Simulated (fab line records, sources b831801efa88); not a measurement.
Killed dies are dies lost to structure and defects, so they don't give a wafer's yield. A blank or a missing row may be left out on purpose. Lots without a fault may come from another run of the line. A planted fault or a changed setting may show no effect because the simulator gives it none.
fab line records | flow sky130
record lots=11 wafers=33 last_day=50
route steps=708 shown VT_ADJUST_NCORE@129 VT_ADJUST_PCH@152 LDD_P@264 POLY_CUT@317
lots that met no fault: from a run of the same line without faults
start_h: hours from the record's first day to the start of the lot's first wafer shown | wait_h: hours since the lot's step before | " the same as in the row above | L1.1+2: a row that stands for several wafers | - no value, or no start given | * or withheld: withheld | < > ~ a bound
route shown NAME@n: a module of which the file shows steps, and the number in the route of the first | usual: mean/standard deviation of fault-free wafers | same: alike in all rows | chamber/n: place in a boat | sites: the reading at each site | _std_site: their standard deviation | _edge_site: outer sites' mean less inner sites' | radius_mm: how far each site lies from the wafer's centre | mask NAME#n: copy n | behind: the tool/chamber that last shaped the wafer | hold: why the lot was held/for how many hours/how that ended | device: the transistor (n, p or np) that didn't switch | end of line: the same wafers' tests at the end of the route | a step without rows: its recipe alone | killed: dies lost to structure and defects at the first sort, not the wafer's yield | map: a wafer's dies, x killed, . not, _ none there
set.NAME: the setting as run; set.NAME@STEP: as run at that earlier step | model.NAME: the simulator's own value behind a step, which no gauge read
steps of the route over a sample of lots; a table a step, a row a wafer
services: from which hour (start_h, from the record's first day; less than 0 if before it) a tool's chamber was out of use, for how many hours, and why
## steps
# step SKY_VT_ADJUST_NCORE_STRIP_10
# recipe chemistry=O2/N2 power_w=1400 pressure_mtorr=1500 platen_temp_c=withheld o2_flow_sccm=3000 n2_flow_sccm=300 overash_fraction=0.5
# usual drypump_motor_current_A=5.6/0.39 oes_product_au=0.716/0.0047 strip_time_to_endpoint_s=14.16/0.043
# columns lot.wafer tool chamber start_h wait_h drypump_motor_current_A oes_product_au rf_hours_counter_h strip_time_to_endpoint_s
L175.2 plasma_asher-01 1 194.70 0.1 5.5 0.707 8 14.17
L175.3 " 0 " " 5.5 0.703 - 14.14
L175.4 " 1 " " 5.5 0.712 - 14.15
L178.3 plasma_asher-01 1 217.68 0.1 5.5 0.723 - 14.20
L178.4 " 0 " " 5.5 0.713 - 14.19
L178.6 " 0 " " 5.5 0.711 - 14.15
L179.1 plasma_asher-03 0 226.31 0.1 5.9 0.714 55 14.18
L179.2 " 1 " " 5.5 0.717 55 14.21
L179.4 " 0 " " 6.0 0.717 - 14.17
L180.2 plasma_asher-02 0 232.41 0.1 5.9 0.714 55 14.13
L180.4 " 1 " " 4.7 0.723 - 14.15
L180.5 " 0 " " 5.8 0.714 - 14.17
L181.2 plasma_asher-02 0 238.11 0.1 5.8 0.720 56 14.17
L181.5 " 1 " " 4.7 0.717 - 14.19
L181.6 " 0 " " 5.8 0.714 - 14.19
L182.4 plasma_asher-02 0 243.28 0.1 5.8 0.723 - 14.16
L182.5 " 1 " " 4.7 0.710 - 14.15
L182.6 " 0 " " 5.9 0.714 - 14.18
L185.1 plasma_asher-03 1 268.75 0.1 5.6 0.719 59 14.05
L185.3 " 1 " " 5.6 0.719 - 14.07
L185.6 " 1 " " 5.6 0.719 - 14.06
L193.2 plasma_asher-03 1 325.40 0.1 5.5 0.717 64 14.15
L193.3 " 0 " " 6.0 0.722 - 14.09
L193.4 " 1 " " 5.6 0.716 - 14.07
L194.1 plasma_asher-03 1 329.75 0.1 5.6 0.713 65 14.15
L194.4 " 1 " " 5.5 0.713 - 14.06
L194.6 " 0 " " 6.0 0.717 - 14.12
L195.2 plasma_asher-02 0 337.65 0.1 5.9 0.713 65 14.21
L195.3 " 0 " " 5.8 0.718 - 14.21
L195.6 " 1 " " 4.7 0.725 - 14.20
L196.1 plasma_asher-01 1 343.45 0.1 5.5 0.719 22 14.15
L196.2 " 0 " " 5.4 0.717 22 14.19
L196.3 " 1 " " 5.5 0.713 - 14.19
# step SKY_VT_ADJUST_PCH_STRIP_09
# recipe chemistry=O2/N2 power_w=1400 pressure_mtorr=1500 platen_temp_c=withheld o2_flow_sccm=3000 n2_flow_sccm=300 overash_fraction=0.5
# usual drypump_motor_current_A=5.5/0.4 oes_product_au=0.723/0.0048 strip_time_to_endpoint_s=36.93/0.11
# columns lot.wafer tool chamber start_h wait_h drypump_motor_current_A oes_product_au rf_hours_counter_h strip_time_to_endpoint_s
L175.2 plasma_asher-03 1 239.13 0.1 5.6 0.718 56 36.92
L175.3 " 0 " " 6.0 0.729 - 36.90
L175.4 " 1 " " 5.6 0.720 - 36.97
L178.3 plasma_asher-02 0 263.24 0.1 5.8 0.719 - 36.97
L178.4 " 1 " " 4.7 0.724 - 36.99
L178.6 " 0 " " 5.8 0.726 - 36.94
L179.1 plasma_asher-04 1 272.89 0.1 5.0 0.718 46 36.77
L179.2 " 0 " " 5.7 0.717 46 36.83
L179.4 " 1 " " 5.0 0.729 - 36.77
L180.2 plasma_asher-03 0 279.59 0.1 6.0 0.725 60 36.79
L180.4 " 1 " " 5.5 0.734 - 36.89
L180.5 " 0 " " 6.0 0.722 - 36.84
L181.2 plasma_asher-04 0 285.98 0.1 5.6 0.722 47 37.08
L181.5 " 0 " " 5.6 0.734 - 36.98
L181.6 " 1 " " 5.1 0.725 - 36.96
L182.4 plasma_asher-03 1 291.61 0.1 5.6 0.729 - 36.82
L182.5 " 0 " " 6.0 0.724 - 36.85
L182.6 " 1 " " 5.5 0.721 - 36.78
L185.1 plasma_asher-04 1 319.28 0.1 5.1 0.724 51 37.12
L185.3 " 1 " " 5.0 0.720 - 37.30
L185.6 " 1 " " 5.0 0.722 - 37.07
L193.2 plasma_asher-04 1 380.15 0.1 5.0 0.718 57 36.92
L193.3 " 0 " " 5.6 0.725 - 37.02
L193.4 " 1 " " 5.0 0.724 - 36.95
L194.1 plasma_asher-03 1 384.89 0.1 5.6 0.722 70 36.88
L194.4 " 1 " " 5.6 0.721 - 36.92
L194.6 " 1 " " 5.6 0.725 - 36.80
L195.2 plasma_asher-02 0 393.98 0.1 5.9 0.712 71 37.16
L195.3 " 0 " " 5.9 0.722 - 37.05
L195.6 " 1 " " 4.7 0.728 - 37.06
L196.1 plasma_asher-02 0 398.98 0.1 5.8 0.713 71 36.98
L196.2 " 1 " " 4.7 0.714 71 36.93
L196.3 " 1 " " 4.7 0.719 - 36.91
# step SKY_LDD_P_IMPLANT_09
# recipe species=BF2 energy_kev=25 dose_cm2=1e+13 tilt_deg=withheld
# usual beam_on_s=9.99/0.2 end_station_pressure_torr=5.05e-06/3e-07 faraday_current_uA=56.5/1.1
# columns lot.wafer tool chamber start_h wait_h beam_on_s end_station_pressure_torr faraday_current_uA
L175.2 implanter-03 0 452.27 0.0 10.00 4.93e-06 56.6
L175.3 " 0 " " 9.59 4.93e-06 58.5
L175.4 " 0 " " 10.07 5.28e-06 56.0
L178.3 implanter-03 0 475.35 0.1 10.19 5e-06 55.4
L178.4 " 0 " " 9.70 5.03e-06 58.0
L178.6 " 0 " " 10.04 5.62e-06 56.4
L179.1 implanter-01 0 504.12 0.0 10.10 4.86e-06 55.8
L179.2 " 0 " " 10.26 5.27e-06 54.8
L179.4 " 0 " " 10.16 5.16e-06 55.8
L180.2 implanter-03 0 505.60 0.0 10.35 4.88e-06 54.6
L180.4 " 0 " " 9.98 5.36e-06 56.3
L180.5 " 0 " " 10.01 5.06e-06 56.0
L181.2 implanter-03 0 511.08 0.0 9.92 5.32e-06 56.8
L181.5 " 0 " " 9.97 5.42e-06 56.4
L181.6 " 0 " " 9.94 5.54e-06 56.8
L182.4 implanter-01 0 516.22 0.1 10.10 5.47e-06 55.6
L182.5 " 0 " " 9.77 5.82e-06 57.5
L182.6 " 0 " " 10.37 4.8e-06 54.3
L185.1 implanter-01 0 544.60 0.0 9.54 5.66e-06 59.0
L185.3 " 0 " " 10.11 5.88e-06 55.9
L185.6 " 0 " " 10.13 5.57e-06 56.0
L193.2 implanter-01 0 608.60 0.0 7.89 5.45e-06 71.5
L193.3 " 0 " " 7.86 4.79e-06 71.8
L193.4 " 0 " " 7.71 4.88e-06 72.9
L194.1 implanter-02 0 612.50 0.0 9.86 5.21e-06 57.2
L194.4 " 0 " " 9.96 4.9e-06 56.5
L194.6 " 0 " " 9.93 5.27e-06 56.8
L195.2 implanter-01 0 618.47 0.0 7.90 5.11e-06 70.8
L195.3 " 0 " " 7.93 5.06e-06 71.2
L195.6 " 0 " " 7.88 5.1e-06 71.4
L196.1 implanter-03 0 623.87 0.0 9.73 4.78e-06 58.0
L196.2 " 0 " " 9.89 5.01e-06 57.1
L196.3 " 0 " " 10.19 4.87e-06 55.2
# step SKY_LDD_P_TW_MEAS_11
# usual LDD_P_TW=635/5.1
# columns lot.wafer tool chamber start_h wait_h LDD_P_TW
L175.2 film_metro-04 - 452.51 0.1 642
L175.3 " - " " 643
L175.4 " - " " 641
L178.3 film_metro-04 - 475.57 0.1 645
L178.4 " - " " 640
L178.6 " - " " 640
L179.1 film_metro-04 - 504.37 0.1 634
L179.2 " - " " 638
L179.4 " - " " 635
L180.2 film_metro-04 - 505.83 0.1 634
L180.4 " - " " 635
L180.5 " - " " 635
L181.2 film_metro-03 - 511.31 0.1 628
L181.5 " - " " 628
L181.6 " - " " 628
L182.4 film_metro-03 - 516.43 0.1 625
L182.5 " - " " 624
L182.6 " - " " 627
L185.1 film_metro-02 - 544.85 0.1 630
L185.3 " - " " 632
L185.6 " - " " 631
L193.2 film_metro-02 - 608.83 0.1 597
L193.3 " - " " 601
L193.4 " - " " 597
L194.1 film_metro-02 - 612.75 0.1 641
L194.4 " - " " 639
L194.6 " - " " 646
L195.2 film_metro-03 - 618.71 0.1 588
L195.3 " - " " 587
L195.6 " - " " 587
L196.1 film_metro-03 - 624.12 0.1 631
L196.2 " - " " 629
L196.3 " - " " 627
# step SKY_POLY_CUT_ETCH_10
# recipe chemistry=N2/H2 target=BARC ion_energy_ev=200 source_w=500 bias_w=100 pressure_mtorr=30 n2_flow_sccm=100 h2_flow_sccm=200 stop_on=SiO2 time_s=45.9 target_depth_a=600
# usual drypump_motor_current_A=5.5/0.41 oes_product_au=0.854/0.0047 rf_fwd_power_W=494.9/2.4 throttle_valve_pct=13.225/0.0094
# columns lot.wafer tool chamber start_h wait_h drypump_motor_current_A oes_product_au rf_fwd_power_W rf_hours_counter_h throttle_valve_pct
L175.2 rie_diel-01 1 576.30 0.0 4.8 0.850 490.5 1 13.221
L175.3 " 2 " " 5.8 0.858 497.9 9 13.231
L175.4 " 0 " " 5.7 0.855 498.0 9 13.238
L178.3 rie_diel-02 2 598.75 0.0 5.7 0.858 496.2 57 13.225
L178.4 " 0 " " 6.1 0.851 497.3 18 13.218
L178.6 " 3 " " 5.0 0.845 497.4 - 13.228
L179.1 rie_diel-04 2 637.57 0.0 5.8 0.858 490.7 38 13.233
L179.2 " 0 " " 4.8 0.856 491.6 7 13.237
L179.4 " 3 " " 5.3 0.858 495.6 1 13.217
L180.2 rie_diel-01 3 638.10 0.0 5.7 0.858 493.5 10 13.215
L180.4 " 0 " " 5.7 0.853 495.9 9 13.231
L180.5 " 1 " " 4.8 0.863 492.1 - 13.230
L181.2 rie_diel-02 2 638.45 0.0 5.8 0.860 497.8 58 13.225
L181.5 " 2 " " 5.7 0.857 496.3 - 13.233
L181.6 " 1 " " 5.7 0.854 495.8 - 13.212
L182.4 rie_diel-04 1 638.80 0.0 5.5 0.851 498.3 7 13.235
L182.5 " 2 " " 5.9 0.851 494.1 - 13.219
L182.6 " 3 " " 5.3 0.849 494.5 - 13.228
L185.1 rie_diel-01 0 661.60 0.0 5.7 0.844 495.6 10 13.217
L185.3 " 3 " " 5.6 0.859 496.3 10 13.243
L185.6 " 2 " " 5.9 0.861 494.9 - 13.233
L193.2 rie_diel-02 2 724.00 0.0 5.7 0.865 495.4 0 13.222
L193.3 " 1 " " 5.7 0.856 496.1 12 13.225
L193.4 " 0 " " 6.1 0.857 497.1 21 13.225
L194.1 rie_diel-04 1 727.47 0.0 5.5 0.856 497.4 9 13.225
L194.4 " 0 " " 4.8 0.862 497.6 8 13.216
L194.6 " 3 " " 5.3 0.851 492.1 - 13.234
L195.2 rie_diel-01 3 734.05 0.0 5.7 0.854 493.1 12 13.225
L195.3 " 2 " " 5.9 0.857 496.3 12 13.217
L195.6 " 1 " " 4.9 0.860 490.7 - 13.225
L196.1 rie_diel-02 1 738.92 0.0 5.7 0.856 492.0 13 13.221
L196.2 " 0 " " 6.0 0.859 497.5 22 13.236
L196.3 " 3 " " 5.0 0.866 495.5 26 13.222
## services
# columns tool chamber start_h hours kind
implanter-03 - 172.46 1.6 repair
plasma_asher-02 - 203.82 4.0 pm
plasma_asher-02 - 211.80 1.2 repair
implanter-01 - 232.43 1.1 repair
implanter-01 - 234.06 5.3 pm
implanter-03 - 254.03 4.8 pm
implanter-03 - 279.79 3.1 repair
implanter-03 - 284.74 1.6 repair
plasma_asher-02 - 303.53 2.1 repair
plasma_asher-03 - 304.21 1.6 repair
implanter-01 - 312.01 23.6 pm
implanter-03 - 387.73 2.6 repair
implanter-01 - 401.19 4.0 pm
plasma_asher-03 - 421.28 9.0 pm
plasma_asher-02 - 442.47 2.1 repair
plasma_asher-02 - 452.42 1.6 repair
implanter-03 - 459.30 2.3 repair
plasma_asher-03 - 473.48 14.6 pm
plasma_asher-03 - 488.21 2.8 repair
implanter-01 - 505.38 0.8 repair
implanter-03 - 531.66 2.6 repair
plasma_asher-03 - 624.44 0.9 repair
plasma_asher-03 - 641.94 2.8 pm
plasma_asher-02 - 733.75 9.0 pm
## key
first_sign step=SKY_LDD_P_IMPLANT_09 reading=faraday_current_uA direction=up sigmas=14 usual=56.5 struck=71.6
effect step=SKY_LDD_P_IMPLANT_09 reading=beam_on_s direction=down sigmas=11 usual=9.99 struck=7.86
effect step=SKY_LDD_P_TW_MEAS_11 reading=LDD_P_TW direction=down sigmas=8.3 usual=635 struck=593
met_at SKY_LDD_P_IMPLANT_09
struck_lots L193,L195
tester_left_out L193,L195
not_acting_at SKY_VT_ADJUST_NCORE_STRIP_10,SKY_VT_ADJUST_PCH_STRIP_09,SKY_POLY_CUT_ETCH_10
onset_between 544.60 608.60
fault kind=process_parameter_drift tool=implanter-01 chamber=- onset_h=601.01 steps=SKY_LDD_P_IMPLANT_09 channel=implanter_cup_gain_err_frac offset=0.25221 shape=step end_h=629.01
# tester_left_out: of these lots the tester's yield and bins aren't shown, on N5 and GAA mostly nor the transistor test; their killed dies are dies lost to structure and defects alone, not to doping, threshold or leakage, so they don't give the yield
